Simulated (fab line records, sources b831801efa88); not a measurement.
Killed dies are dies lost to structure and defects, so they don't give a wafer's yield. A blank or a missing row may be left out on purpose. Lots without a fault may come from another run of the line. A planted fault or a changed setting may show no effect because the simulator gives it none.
fab line records | flow sky130
record lots=6 wafers=18 last_day=50
route steps=708 shown LOCAL_INTERCONNECT@394 CONTACT@406 PAD_OPEN@708
lots that met no fault: from a run of the same line without faults
start_h: hours from the record's first day to the start of the lot's first wafer shown | wait_h: hours since the lot's step before | " the same as in the row above | L1.1+2: a row that stands for several wafers | - no value, or no start given | * or withheld: withheld | < > ~ a bound
route shown NAME@n: a module of which the file shows steps, and the number in the route of the first | usual: mean/standard deviation of fault-free wafers | same: alike in all rows | chamber/n: place in a boat | sites: the reading at each site | _std_site: their standard deviation | _edge_site: outer sites' mean less inner sites' | radius_mm: how far each site lies from the wafer's centre | mask NAME#n: copy n | behind: the tool/chamber that last shaped the wafer | hold: why the lot was held/for how many hours/how that ended | device: the transistor (n, p or np) that didn't switch | end of line: the same wafers' tests at the end of the route | a step without rows: its recipe alone | killed: dies lost to structure and defects at the first sort, not the wafer's yield | map: a wafer's dies, x killed, . not, _ none there
set.NAME: the setting as run; set.NAME@STEP: as run at that earlier step | model.NAME: the simulator's own value behind a step, which no gauge read
lots at some steps of the route; a table a step, a row a wafer
services: from which hour (start_h, from the record's first day; less than 0 if before it) a tool's chamber was out of use, for how many hours, and why
## steps
# step SKY_LOCAL_INTERCONNECT_SOFTBAKE_07
# recipe temp_c=100 time_s=90 resist=KrF-thick
# step SKY_LOCAL_INTERCONNECT_EXPOSE_08
# recipe mask_id=LI1M na=0.8 source_shape=annular sigma_inner=0.55 sigma_outer=0.85 target_cd_nm=170 dose_mj=28
# step SKY_LOCAL_INTERCONNECT_PEB_09
# recipe peb_temp_c=withheld peb_time_s=withheld resist=KrF-thick
# step SKY_LOCAL_INTERCONNECT_DEVELOP_10
# recipe develop_time_s=60 resist=KrF-thick dev_temp_c=21
# step SKY_LOCAL_INTERCONNECT_CD_MEAS_11
# recipe target_cd_nm=170
# usual cd_nm=170.0/1.3
# columns lot.wafer tool chamber start_h wait_h cd_nm
L523.3 cd_sem-01 - 737.06 - 170.7
L523.4 " - " " 172.4
L523.5 " - " " 169.5
L524.2 cd_sem-01 - 743.38 - 171.0
L524.3 " - " " 171.0
L524.6 " - " " 170.8
L527.2 cd_sem-02 - 763.13 - 169.4
L527.3 " - " " 169.3
L527.4 " - " " 168.4
L528.2 cd_sem-02 - 766.13 - 170.8
L528.3 " - " " 170.7
L528.5 " - " " 170.3
L542.2 cd_sem-02 - 880.24 - 170.1
L542.3 " - " " 171.6
L542.6 " - " " 170.2
L543.1 cd_sem-01 - 885.92 - 170.1
L543.2 " - " " 171.5
L543.5 " - " " 168.2
# step SKY_LOCAL_INTERCONNECT_OVL_MEAS_12
# usual LOCAL_INTERCONNECT_OVL=1/5.6
# columns lot.wafer tool chamber start_h wait_h LOCAL_INTERCONNECT_OVL[nm]
L523.3 overlay-02 - 737.15 0.1 7
L523.4 " - " " 3
L523.5 " - " " 2
L524.2 overlay-01 - 743.49 0.1 -3
L524.3 " - " " 1
L524.6 " - " " 1
L527.2 overlay-02 - 763.24 0.1 -1
L527.3 " - " " 0
L527.4 " - " " 2
L528.2 overlay-01 - 766.24 0.1 5
L528.3 " - " " 10
L528.5 " - " " 5
L542.2 overlay-01 - 880.35 0.1 5
L542.3 " - " " 11
L542.6 " - " " 6
L543.1 overlay-01 - 886.04 0.1 1
L543.2 " - " " -5
L543.5 " - " " -5
# step SKY_LOCAL_INTERCONNECT_ETCH_13
# recipe chemistry=N2/H2 target=BARC ion_energy_ev=200 bias_w=100 pressure_mtorr=30 n2_flow_sccm=100 h2_flow_sccm=200 icp_w=500 stop_on=SiO2 time_s=45.9 target_depth_a=600
# usual drypump_motor_current_A=6.0/0.54 oes_product_au=0.854/0.0046 throttle_valve_pct=13.225/0.0087
# columns lot.wafer tool chamber start_h wait_h drypump_motor_current_A oes_product_au rf_hours_counter_h throttle_valve_pct
L523.3 rie_metal-03 1 737.20 0.0 6.7 0.856 - 13.231
L523.4 " 0 " " 5.1 0.856 - 13.223
L523.5 " 0 " " 5.2 0.850 - 13.222
L524.2 rie_metal-03 1 743.52 0.0 6.7 0.860 5 13.230
L524.3 " 0 " " 5.1 0.862 - 13.221
L524.6 " 0 " " 5.1 0.856 - 13.228
L527.2 rie_metal-04 1 763.27 0.0 5.8 0.859 7 13.225
L527.3 " 1 " " 5.7 0.859 - 13.229
L527.4 " 0 " " 6.4 0.855 - 13.228
L528.2 rie_metal-03 1 766.29 0.0 6.8 0.856 - 13.224
L528.3 " 1 " " 6.7 0.856 - 13.227
L528.5 " 1 " " 6.7 0.862 - 13.219
L542.2 rie_metal-02 0 880.38 0.0 6.3 0.856 5 13.231
L542.3 " 1 " " 5.6 0.854 - 13.225
L542.6 " 1 " " 5.6 0.847 - 13.230
L543.1 rie_metal-04 1 886.07 0.0 5.8 0.849 12 13.248
L543.2 " 0 " " 6.4 0.852 6 13.202
L543.5 " 0 " " 6.5 0.847 - 13.230
# step SKY_LOCAL_INTERCONNECT_METAL_ETCH_14
# recipe target_depth_nm=110 stop_on=PSG chemistry=Cl2/BCl3 target=TiN resist_sidewall_deg=88 pressure_mtorr=10 icp_w=900 bias_w=48.5 Cl2_flow_sccm=60 bcl3_flow_sccm=30 time_s=31.4
# step SKY_LOCAL_INTERCONNECT_STRIP_15
# recipe chemistry=O2/N2 power_w=1400 pressure_mtorr=1500 platen_temp_c=withheld o2_flow_sccm=3000 n2_flow_sccm=300 overash_fraction=0.5
# usual drypump_motor_current_A=5.9/0.5 oes_product_au=0.426/0.0044 strip_time_to_endpoint_s=4.719/0.022
# columns lot.wafer tool chamber start_h wait_h drypump_motor_current_A oes_product_au rf_hours_counter_h strip_time_to_endpoint_s
L523.3 plasma_asher-03 0 737.32 0.1 6.7 0.427 - 4.753
L523.4 " 1 " " 5.8 0.422 - 4.734
L523.5 " 1 " " 5.8 0.420 - 4.741
L524.2 plasma_asher-01 1 743.63 0.0 5.8 0.425 62 4.737
L524.3 " 1 " " 5.8 0.436 - 4.715
L524.6 " 1 " " 5.7 0.431 - 4.728
L527.2 plasma_asher-03 0 763.38 0.0 6.8 0.425 33 4.691
L527.3 " 0 " " 6.8 0.427 - 4.675
L527.4 " 1 " " 5.8 0.421 - 4.689
L528.2 plasma_asher-03 0 766.50 0.1 6.7 0.433 33 4.720
L528.3 " 1 " " 5.8 0.429 - 4.757
L528.5 " 0 " " 6.7 0.429 - 4.752
L542.2 plasma_asher-03 1 880.49 0.0 5.8 0.428 45 4.720
L542.3 " 1 " " 5.8 0.432 - 4.755
L542.6 " 1 " " 5.8 0.427 - 4.751
L543.1 plasma_asher-02 1 886.19 0.0 5.9 0.429 13 4.736
L543.2 " 0 " " 5.2 0.425 13 4.729
L543.5 " 0 " " 5.2 0.422 - 4.725
# step SKY_LOCAL_INTERCONNECT_STRIP_16
# recipe chemistry=post_etch_residue_remover time_s=1200 temp_c=72.5
# step SKY_LOCAL_INTERCONNECT_CLEAN_17
# recipe chemistry=IPA time_s=180 temp_c=25
# step SKY_LOCAL_INTERCONNECT_CLEAN_18
# recipe chemistry=O3/DIW dry=n2_spin
# step SKY_CONTACT_CVD_00
# recipe material=Si3N4 target_thk_nm=75 temp_c=400 time_s=withheld rf_w=450
# usual heater_power_outer_w=425/61 heater_power_w=722/79
# columns lot.wafer tool chamber start_h wait_h heater_power_outer_w heater_power_w
L523.3 pecvd-03 1 737.91 0.0 562 878
L523.4 " 1 " " 557 871
L523.5 " 2 " " 391 754
L524.2 pecvd-01 0 744.27 0.0 374 640
L524.3 " 2 " " 417 719
L524.6 " 0 " " 381 672
L527.2 pecvd-03 2 763.98 0.0 487 868
L527.3 " 1 " " 591 889
L527.4 " 2 " " 500 851
L528.2 pecvd-04 2 767.09 0.0 490 762
L528.3 " 1 " " 430 719
L528.5 " 0 " " 388 645
L542.2 pecvd-04 1 881.09 0.0 - -
L542.3 " 2 " " - -
L542.6 " 1 " " - -
L543.1 pecvd-01 2 886.78 0.0 - -
L543.2 " 0 " " - -
L543.5 " 2 " " - -
# step SKY_CONTACT_THK_MEAS_01
# recipe reads=Si3N4_of_CONTACT_CVD_00
# usual CONTACT_CVD_00_THK=74.9/0.82
# columns lot.wafer tool chamber start_h wait_h CONTACT_CVD_00_THK[nm]
L523.3 film_metro-04 - 737.97 - 74.2
L523.4 " - " " 75.3
L523.5 " - " " 74.6
L524.2 film_metro-02 - 744.31 - 74.0
L524.3 " - " " 74.3
L524.6 " - " " 75.8
L527.2 film_metro-01 - 764.02 - 73.5
L527.3 " - " " 73.8
L527.4 " - " " 74.8
L528.2 film_metro-01 - 767.13 - 74.2
L528.3 " - " " 74.6
L528.5 " - " " 75.4
L542.2 film_metro-02 - 881.13 - 0.0
L542.3 " - " " 0.0
L542.6 " - " " 0.0
L543.1 film_metro-01 - 886.82 - 0.0
L543.2 " - " " 0.0
L543.5 " - " " 0.0
# step SKY_CONTACT_HDPCVD_02
# recipe material=SiO2 target_thk_nm=565 sigma_open_frac=0.3 time_s=94.2 temp_c=600 sih4_flow_sccm=60 pressure_mtorr=6
# step SKY_CONTACT_THK_MEAS_03
# recipe reads=SiO2_of_CONTACT_HDPCVD_02
# usual CONTACT_HDPCVD_THK=565/5.5
# columns lot.wafer tool chamber start_h wait_h CONTACT_HDPCVD_THK[nm]
L523.3 film_metro-02 - 738.13 0.1 567
L523.4 " - " " 567
L523.5 " - " " 566
L524.2 film_metro-01 - 744.44 0.0 561
L524.3 " - " " 560
L524.6 " - " " 564
L527.2 film_metro-04 - 764.15 0.0 570
L527.3 " - " " 567
L527.4 " - " " 572
L528.2 film_metro-04 - 767.26 0.0 564
L528.3 " - " " 564
L528.5 " - " " 564
L542.2 film_metro-02 - 881.26 0.0 560
L542.3 " - " " 565
L542.6 " - " " 572
L543.1 film_metro-01 - 886.94 0.0 564
L543.2 " - " " 561
L543.5 " - " " 569
# step SKY_CONTACT_CMP_04
# recipe material=SiO2 down_force_psi=4 platen_rpm=60 pad_velocity_m_s=0.94248
# step SKY_CONTACT_BOW_MEAS_05
# recipe mode=bow
# usual CONTACT_BOW=83/6.9
# columns lot.wafer tool chamber start_h wait_h CONTACT_BOW[um]
L523.3 film_metro-02 - 738.51 0.2 81
L523.4 " - " " 72
L523.5 " - " " 95
L524.2 film_metro-04 - 744.81 0.2 75
L524.3 " - " " 82
L524.6 " - " " 72
L527.2 film_metro-02 - 764.52 0.2 84
L527.3 " - " " 94
L527.4 " - " " 77
L528.2 film_metro-02 - 767.63 0.2 93
L528.3 " - " " 86
L528.5 " - " " 86
L542.2 film_metro-04 - 881.74 0.1 80
L542.3 " - " " 79
L542.6 " - " " 85
L543.1 film_metro-02 - 887.30 0.1 89
L543.2 " - " " 88
L543.5 " - " " 93
# step SKY_CONTACT_DEHYDRATE_06
# recipe temp_c=200 time_s=60
# step SKY_CONTACT_HMDS_07
# recipe prime_time_s=60 prime_temp_c=120
# step SKY_CONTACT_COAT_08
# recipe resist=BARC temp_c=withheld time_s=withheld spin_rpm=3000 resist_thk_nm=60
# step SKY_CONTACT_COAT_09
# recipe resist=KrF-thick spin_rpm=3058 resist_thk_nm=450
# step SKY_CONTACT_SOFTBAKE_10
# recipe temp_c=100 time_s=90 resist=KrF-thick
# step SKY_CONTACT_EXPOSE_11
# recipe mask_id=CTM1 na=0.8 source_shape=annular sigma_inner=0.55 sigma_outer=0.85 target_cd_nm=170 dose_mj=38
# step SKY_CONTACT_PEB_12
# recipe peb_temp_c=withheld peb_time_s=withheld resist=KrF-thick
# step SKY_CONTACT_DEVELOP_13
# recipe develop_time_s=60 resist=KrF-thick dev_temp_c=21
# step SKY_CONTACT_CD_MEAS_14
# recipe target_cd_nm=170
# usual cd_nm=170.2/1.4
# columns lot.wafer tool chamber start_h wait_h cd_nm
L523.3 cd_sem-02 - 765.71 - 170.4
L523.4 " - " " 170.6
L523.5 " - " " 171.8
L524.2 cd_sem-02 - 772.09 - 169.3
L524.3 " - " " 168.6
L524.6 " - " " 171.1
L527.2 cd_sem-02 - 791.61 - 168.9
L527.3 " - " " 168.6
L527.4 " - " " 168.4
L528.2 cd_sem-02 - 794.61 - 169.5
L528.3 " - " " 171.1
L528.5 " - " " 170.1
L542.2 cd_sem-01 - 907.95 - 174.1
L542.3 " - " " 172.4
L542.6 " - " " 171.6
L543.1 cd_sem-02 - 912.87 - 168.4
L543.2 " - " " 171.0
L543.5 " - " " 169.7
# step SKY_CONTACT_OVL_MEAS_15
# usual CONTACT_OVL=0/5.1
# columns lot.wafer tool chamber start_h wait_h CONTACT_OVL[nm]
L523.3 overlay-01 - 765.80 0.1 -7
L523.4 " - " " 0
L523.5 " - " " -7
L524.2 overlay-01 - 772.20 0.1 -2
L524.3 " - " " -2
L524.6 " - " " -3
L527.2 overlay-01 - 791.72 0.1 5
L527.3 " - " " 10
L527.4 " - " " 1
L528.2 overlay-02 - 794.72 0.1 -2
L528.3 " - " " -2
L528.5 " - " " -5
L542.2 overlay-02 - 908.05 0.1 -2
L542.3 " - " " -5
L542.6 " - " " -1
L543.1 overlay-01 - 912.99 0.1 -11
L543.2 " - " " -11
L543.5 " - " " -1
# step SKY_CONTACT_ETCH_16
# recipe chemistry=N2/H2 target=BARC ion_energy_ev=200 source_w=500 bias_w=100 pressure_mtorr=30 n2_flow_sccm=100 h2_flow_sccm=200 stop_on=SiO2 time_s=45.9 target_depth_a=600
# usual drypump_motor_current_A=5.6/0.53 oes_product_au=0.855/0.0045 throttle_valve_pct=13.225/0.0089
# columns lot.wafer tool chamber start_h wait_h drypump_motor_current_A oes_product_au rf_hours_counter_h throttle_valve_pct
L523.3 rie_diel-02 2 765.83 0.0 5.4 0.858 5 13.237
L523.4 " 0 " " 5.1 0.855 4 13.241
L523.5 " 3 " " 4.8 0.855 - 13.223
L524.2 rie_diel-01 2 772.23 0.0 5.2 0.853 6 13.244
L524.3 " 0 " " 5.8 0.852 2 13.222
L524.6 " 1 " " 5.1 0.853 - 13.226
L527.2 rie_diel-04 0 791.75 0.0 5.9 0.852 7 13.219
L527.3 " 1 " " 6.2 0.854 5 13.224
L527.4 " 3 " " 5.6 0.854 6 13.237
L528.2 rie_diel-01 1 794.75 0.0 5.1 0.854 8 13.230
L528.3 " 0 " " 5.8 0.849 3 13.223
L528.5 " 2 " " 5.2 0.863 - 13.227
L542.2 rie_diel-02 1 908.08 0.0 6.4 0.852 19 13.225
L542.3 " 2 " " 5.4 0.848 10 13.232
L542.6 " 3 " " 4.9 0.860 - 13.212
L543.1 rie_diel-04 3 913.03 0.0 5.6 0.858 10 13.215
L543.2 " 0 " " 5.9 0.851 11 13.222
L543.5 " 2 " " 5.6 0.852 - 13.235
# step SKY_CONTACT_ETCH_17
# recipe target=SiO2 chemistry=C4F8/O2/Ar stop_on=Si3N4 mask_material=KrF-thick source_w=1500 bias_w=1200 pressure_mtorr=40 c4f8_flow_sccm=withheld O2_flow_sccm=6 Ar_flow_sccm=300 time_s=withheld target_depth_a=3400
# usual oes_product_au=0.892/0.0049
# columns lot.wafer tool chamber start_h wait_h oes_product_au
L523.3 rie_diel-02 2 765.87 0.0 0.898
L523.4 " 0 " " 0.893
L523.5 " 3 " " 0.891
L524.2 rie_diel-01 2 772.27 0.0 0.894
L524.3 " 0 " " 0.885
L524.6 " 1 " " 0.892
L527.2 rie_diel-04 0 791.79 0.0 0.885
L527.3 " 1 " " 0.887
L527.4 " 3 " " 0.894
L528.2 rie_diel-01 1 794.79 0.0 0.893
L528.3 " 0 " " 0.902
L528.5 " 2 " " 0.889
L542.2 rie_diel-02 1 908.13 0.0 0.887
L542.3 " 2 " " 0.892
L542.6 " 3 " " 0.888
L543.1 rie_diel-04 3 913.07 0.0 0.897
L543.2 " 0 " " 0.878
L543.5 " 2 " " 0.885
# step SKY_CONTACT_ETCH_18
# recipe target=Si3N4 chemistry=CHF3/O2 stop_on=TiN source_w=600 bias_w=194.5 pressure_mtorr=40 chf3_flow_sccm=50 O2_flow_sccm=5 time_s=39 target_depth_a=750
# usual drypump_motor_current_A=5.6/0.53 oes_product_au=0.854/0.0069 throttle_valve_pct=8.793/0.0089
# columns lot.wafer tool chamber start_h wait_h drypump_motor_current_A oes_product_au rf_hours_counter_h throttle_valve_pct model.etch.depth_nm
L523.3 rie_diel-02 2 - - 5.4 0.850 5 8.785 74.14
L523.4 " 0 " " 5.1 0.855 4 8.803 75.24
L523.5 " 3 " " 4.8 0.856 - 8.796 74.72
L524.2 rie_diel-01 2 - - 5.2 0.850 6 8.790 73.94
L524.3 " 0 " " 5.8 0.855 2 8.797 74.34
L524.6 " 1 " " 5.1 0.867 - 8.801 75.76
L527.2 rie_diel-04 0 - - 5.8 0.838 7 8.787 73.46
L527.3 " 1 " " 6.2 0.850 5 8.776 73.74
L527.4 " 3 " " 5.6 0.858 6 8.790 74.83
L528.2 rie_diel-01 1 - - 5.1 0.852 8 8.788 74.15
L528.3 " 0 " " 5.8 0.857 3 8.799 74.55
L528.5 " 2 " " 5.2 0.861 - 8.782 75.37
L542.2 rie_diel-02 1 - - 6.4 0.369 19 8.657 0
L542.3 " 2 " " 5.4 0.365 10 8.683 0
L542.6 " 3 " " 4.8 0.373 - 8.673 0
L543.1 rie_diel-04 3 - - 5.6 0.369 10 8.681 0
L543.2 " 0 " " 5.9 0.380 11 8.676 0
L543.5 " 2 " " 5.6 0.383 - 8.673 0
# step SKY_CONTACT_STRIP_19
# recipe chemistry=O2/N2 power_w=1400 pressure_mtorr=1500 platen_temp_c=withheld o2_flow_sccm=3000 n2_flow_sccm=300 overash_fraction=0.5
# usual drypump_motor_current_A=5.60/0.27 oes_product_au=0.379/0.0045 strip_time_to_endpoint_s=3.585/0.023
# columns lot.wafer tool chamber start_h wait_h drypump_motor_current_A oes_product_au rf_hours_counter_h strip_time_to_endpoint_s
L523.3 plasma_asher-04 0 765.99 - 5.36 0.371 - 3.559
L523.4 " 1 " " 5.90 0.378 - 3.556
L523.5 " 0 " " 5.34 0.391 - 3.583
L524.2 plasma_asher-01 0 772.36 - 5.50 0.378 65 3.597
L524.3 " 0 " " 5.48 0.379 - 3.614
L524.6 " 0 " " 5.49 0.370 - 3.585
L527.2 plasma_asher-01 0 791.88 - 5.48 0.385 67 3.629
L527.3 " 0 " " 5.51 0.368 - 3.598
L527.4 " 1 " " 5.78 0.379 - 3.610
L528.2 plasma_asher-01 0 794.88 - 5.47 0.381 67 3.563
L528.3 " 0 " " 5.50 0.375 - 3.575
L528.5 " 1 " " 5.75 0.380 - 3.586
L542.2 plasma_asher-04 1 908.22 - 5.88 0.381 108 3.622
L542.3 " 0 " " 5.34 0.378 - 3.574
L542.6 " 1 " " 5.86 0.378 - 3.577
L543.1 plasma_asher-02 1 913.16 - 5.93 0.384 16 3.570
L543.2 " 0 " " 5.19 0.385 16 3.607
L543.5 " 1 " " 5.88 0.375 - 3.574
# step SKY_PAD_OPEN_PROBE_99
# usual killed_at_M0_to_M3=43/6.5 killed_at_M4_up=3.2/1.9 killed_at_contacts=25/5.5 killed_at_front_end=14/4.2 killed_at_other=0.2/0.44 killed_dies=85/8.5 killed_open=47/7 killed_short=39/6.3
# same gross_dies=492 killed_at_back_side=0
# columns lot.wafer tool chamber start_h wait_h killed_at_M0_to_M3 killed_at_M4_up killed_at_contacts killed_at_front_end killed_at_other killed_dies killed_open killed_short model.etest.met1_comb.over_limit
L523.3 prober-02 - 1103.09 0.2 44 5 17 20 1 87 33 54 0
L523.4 prober-02 - 1103.14 0.2 37 2 26 13 1 79 45 34 0
L523.5 prober-02 - 1103.19 0.2 48 4 24 20 0 96 56 40 0
L524.2 prober-01 - 1108.70 0.1 43 4 22 7 1 77 36 41 0
L524.3 prober-01 - 1108.75 0.2 46 2 23 8 0 79 40 39 0
L524.6 prober-01 - 1108.90 0.2 46 2 18 11 0 77 39 38 0
L527.2 prober-02 - 1120.84 0.1 51 1 20 14 0 86 40 46 0
L527.3 prober-02 - 1120.89 0.2 46 2 29 14 0 91 49 42 0
L527.4 prober-02 - 1120.94 0.2 47 6 27 23 0 103 49 54 0
L528.2 prober-01 - 1124.59 0.1 39 2 27 16 0 84 50 34 0
L528.3 prober-01 - 1124.64 0.2 44 0 24 20 0 88 60 28 0
L528.5 prober-01 - 1124.74 0.2 34 4 24 11 0 73 46 27 0
L542.2 prober-01 - 1201.74 0.1 44 5 19 11 0 79 43 36 1
L542.3 prober-01 - 1201.79 0.2 57 3 17 17 1 95 48 47 1
L542.6 prober-01 - 1201.94 0.2 47 1 23 13 1 85 54 31 1
L543.1 prober-02 - 1205.75 0.1 40 1 20 10 0 71 42 29 1
L543.2 prober-02 - 1205.80 0.1 44 2 27 13 0 86 33 53 1
L543.5 prober-02 - 1205.95 0.2 35 5 31 21 1 93 44 49 1
# killed by level:class
L523.3 VIA3:geometric_particle:open=11 POLY_GATE:geometric_particle:short=7 FIELD_ISO:geometric_particle:short=6 CONTACT:geometric_particle:open=6 VIA3:geometric_particle:short=6 VIA1:geometric_particle:open=6 METAL1:geometric_particle:short=5 METAL4:geometric_particle:short=5
L523.4 CONTACT:geometric_particle:open=12 VIA1:geometric_particle:open=9 LI_CONTACT:geometric_particle:open=7 VIA1:geometric_particle:short=6 METAL2:geometric_particle:short=5 VIA3:geometric_particle:open=5 METAL3:geometric_particle:short=4 FIELD_ISO:geometric_particle:short=3
L523.5 VIA1:geometric_particle:open=11 VIA2:geometric_particle:open=9 CONTACT:geometric_particle:open=8 LI_CONTACT:geometric_particle:open=6 FIELD_ISO:geometric_particle:open=5 POLY_GATE:geometric_particle:open=5 METAL3:geometric_particle:short=5 POLY_GATE:geometric_particle:short=4
L524.2 CONTACT:geometric_particle:open=9 VIA1:geometric_particle:short=9 VIA1:geometric_particle:open=8 LI_CONTACT:geometric_particle:open=5 CONTACT:geometric_particle:short=5 VIA2:geometric_particle:open=5 METAL1:geometric_particle:short=5 VIA2:geometric_particle:short=4
L524.3 VIA1:geometric_particle:open=10 CONTACT:geometric_particle:open=8 LI_CONTACT:geometric_particle:open=6 METAL1:geometric_particle:short=6 VIA1:geometric_particle:short=6 VIA3:geometric_particle:open=5 CONTACT:geometric_particle:short=5 METAL2:geometric_particle:short=5
L524.6 VIA1:geometric_particle:open=12 METAL1:geometric_particle:short=8 VIA3:geometric_particle:open=6 VIA2:geometric_particle:open=5 LI_CONTACT:geometric_particle:open=5 CONTACT:geometric_particle:open=5 CONTACT:geometric_particle:short=4 VIA1:geometric_particle:short=4
L527.2 METAL1:geometric_particle:short=8 METAL2:geometric_particle:short=8 VIA1:geometric_particle:open=7 VIA2:geometric_particle:open=7 LI_CONTACT:geometric_particle:open=6 CONTACT:geometric_particle:short=5 VIA3:geometric_particle:open=5 FIELD_ISO:geometric_particle:open=4
L527.3 VIA2:geometric_particle:open=10 CONTACT:geometric_particle:open=10 METAL2:geometric_particle:short=10 LI_CONTACT:geometric_particle:short=8 VIA1:geometric_particle:open=8 POLY_GATE:geometric_particle:open=6 VIA3:geometric_particle:open=6 CONTACT:geometric_particle:short=4
L527.4 VIA1:geometric_particle:open=11 POLY_GATE:geometric_particle:open=8 LI_CONTACT:geometric_particle:open=8 METAL1:geometric_particle:short=7 FIELD_ISO:geometric_particle:short=5 LI_CONTACT:geometric_particle:short=5 METAL2:geometric_particle:short=5 CONTACT:geometric_particle:short=5
L528.2 VIA3:geometric_particle:open=12 CONTACT:geometric_particle:open=9 CONTACT:geometric_particle:short=8 VIA1:geometric_particle:open=6 VIA2:geometric_particle:open=6 LI_CONTACT:geometric_particle:open=6 VIA3:geometric_particle:short=5 POLY_GATE:geometric_particle:short=4
L528.3 VIA1:geometric_particle:open=13 CONTACT:geometric_particle:open=12 FIELD_ISO:geometric_particle:open=9 VIA3:geometric_particle:open=7 METAL2:geometric_particle:short=6 VIA2:geometric_particle:open=6 LI_CONTACT:geometric_particle:open=4 FIELD_ISO:geometric_particle:short=3
L528.5 CONTACT:geometric_particle:open=13 VIA1:geometric_particle:open=9 LI_CONTACT:geometric_particle:open=7 POLY_GATE:geometric_particle:short=6 VIA3:geometric_particle:open=6 METAL1:geometric_particle:short=4 METAL2:geometric_particle:short=4 VIA2:geometric_particle:open=4
L542.2 VIA1:geometric_particle:open=10 VIA3:geometric_particle:open=9 LI_CONTACT:geometric_particle:short=7 VIA2:geometric_particle:open=6 METAL1:geometric_particle:short=5 POLY_GATE:geometric_particle:short=4 LI_CONTACT:geometric_particle:open=4 CONTACT:geometric_particle:open=4
L542.3 VIA1:geometric_particle:open=14 METAL2:geometric_particle:short=8 VIA2:geometric_particle:open=7 VIA1:geometric_particle:short=6 CONTACT:geometric_particle:open=5 VIA3:geometric_particle:open=5 FIELD_ISO:geometric_particle:open=4 POLY_GATE:geometric_particle:short=4
L542.6 VIA1:geometric_particle:open=17 CONTACT:geometric_particle:open=8 LI_CONTACT:geometric_particle:open=7 METAL1:geometric_particle:short=7 POLY_GATE:geometric_particle:open=5 VIA2:geometric_particle:open=5 FIELD_ISO:geometric_particle:short=3 FIELD_ISO:geometric_particle:open=3
L543.1 VIA2:geometric_particle:open=8 CONTACT:geometric_particle:open=8 METAL1:geometric_particle:short=8 VIA1:geometric_particle:open=8 VIA3:geometric_particle:open=5 CONTACT:geometric_particle:short=4 POLY_GATE:geometric_particle:open=3 LI_CONTACT:geometric_particle:open=3
L543.2 METAL1:geometric_particle:short=14 CONTACT:geometric_particle:open=10 METAL2:geometric_particle:short=7 VIA1:geometric_particle:open=7 LI_CONTACT:geometric_particle:short=5 FIELD_ISO:geometric_particle:short=4 FIELD_ISO:geometric_particle:open=4 LI_CONTACT:geometric_particle:open=4
L543.5 CONTACT:geometric_particle:open=14 VIA1:geometric_particle:open=8 VIA1:geometric_particle:short=7 POLY_GATE:geometric_particle:short=6 FIELD_ISO:geometric_particle:short=5 LI_CONTACT:geometric_particle:short=5 LI_CONTACT:geometric_particle:open=5 LOCAL_INTERCONNECT:geometric_particle:short=5
## services
# columns tool chamber start_h hours kind
rie_diel-04 3 719.08 12.9 repair
pecvd-04 - 723.67 2.8 pm
plasma_asher-02 - 733.75 9.0 pm
rie_diel-04 - 739.98 1.1 repair
plasma_asher-03 - 741.45 3.0 repair
rie_metal-03 - 744.20 1.4 pm
rie_diel-04 2 752.87 26.1 repair
rie_metal-03 0 757.37 14.0 repair
rie_diel-02 - 762.29 1.6 repair
rie_diel-02 - 775.32 0.4 repair
plasma_asher-02 - 775.72 0.8 repair
plasma_asher-01 - 801.73 1.7 repair
plasma_asher-02 - 823.45 1.0 repair
pecvd-01 1 837.00 16.8 repair
plasma_asher-01 - 851.04 1.6 repair
pecvd-04 0 855.87 6.1 repair
plasma_asher-02 - 858.89 6.4 repair
pecvd-04 1 859.41 9.4 repair
plasma_asher-04 - 866.52 2.8 pm
rie_diel-01 - 886.20 6.2 repair
rie_diel-02 1 892.96 12.4 repair
rie_diel-01 3 896.82 4.5 repair
rie_diel-01 - 903.82 1.2 repair
plasma_asher-01 - 905.07 11.0 repair
## key
first_sign step=SKY_CONTACT_CVD_00 reading=tool_record direction=missing
effect step=SKY_CONTACT_THK_MEAS_01 reading=CONTACT_CVD_00_THK direction=down sigmas=91 usual=74.9 struck=0.0
effect step=SKY_CONTACT_ETCH_18 reading=oes_product_au direction=down sigmas=70 usual=0.854 struck=0.373
model_effect step=SKY_CONTACT_ETCH_18 value=etch.depth_nm without=75.09 struck=0
model_effect step=SKY_PAD_OPEN_PROBE_99 value=etest.met1_comb.over_limit without=0 struck=1
met_at SKY_CONTACT_CVD_00
struck_wafers L542.2,L542.3,L542.6,L543.1,L543.2,L543.5
tester_left_out L542,L543
onset_between 767.09 881.09
fault kind=skipped_step_whole tool=pecvd-01,pecvd-04 chamber=- onset_h=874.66 steps=SKY_CONTACT_CVD_00 scope=struck_lots_only
# tester_left_out: of these lots the tester's yield and bins aren't shown, on N5 and GAA mostly nor the transistor test; their killed dies are dies lost to structure and defects alone, not to doping, threshold or leakage, so they don't give the yield
